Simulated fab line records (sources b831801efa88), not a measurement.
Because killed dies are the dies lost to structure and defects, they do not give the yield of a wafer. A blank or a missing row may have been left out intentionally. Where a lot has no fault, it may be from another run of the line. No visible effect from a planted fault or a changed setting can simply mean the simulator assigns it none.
Matching of chambers ; flow sky130 ; cmp-01 running SKY_CONTACT_CMP_27: 4 sister chambers
The step polishes, stops on SiO2, t overpolish 15 s, target thk 0 nm. 4 wafers are shown with their chamber, then 9 later ones without.

## WAFERS, EACH WITH ITS CHAMBER
wafer;chamber;motor-current-A (A)
L288.1;1;10.6
L288.2;0;9.0
L290.1;3;10.7
L290.5;2;12.3

## WAFERS WHOSE CHAMBER IS MISSING
wafer;motor-current-A (A)
L290.6;9.7
L292.4;10.4
L292.5;10.1
L292.6;10.1
L294.2;9.8
L294.3;10.2
L294.5;10.0
L297.1;9.6
L297.2;10.0

## EACH ONE'S CHAMBER
wafer;from the rows above;in truth
L290.6;can't be placed: 0 or 1 or 3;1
L292.4;can't be placed: 1 or 3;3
L292.5;can't be placed: 1 or 3 or 0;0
L292.6;can't be placed: 1 or 3 or 0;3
L294.2;can't be placed: 1 or 0 or 3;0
L294.3;can't be placed: 1 or 3 or 0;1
L294.5;can't be placed: 1 or 3 or 0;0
L297.1;can't be placed: 0 or 1 or 3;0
L297.2;can't be placed: 1 or 3 or 0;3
Correctly placed: 0 of 9. These rows do not allow placing 9 (true chamber among the candidates in 9). Placed wrongly: 0.
How it was worked out, from the rows above alone: a wafer's distance from a chamber is the root of the sum, over the readings, of the square of ((its reading less the chamber's mean) divided by the reading's scatter). The wafer belongs to the nearest chamber; if the next one is less than 2 further off, it can't be placed. For every chamber, the mean is computed from those of its wafers that are shown. The scatter (one wafer shown for each chamber): square how far every hidden wafer sits from the nearest shown wafer, average those squares and take the square root.
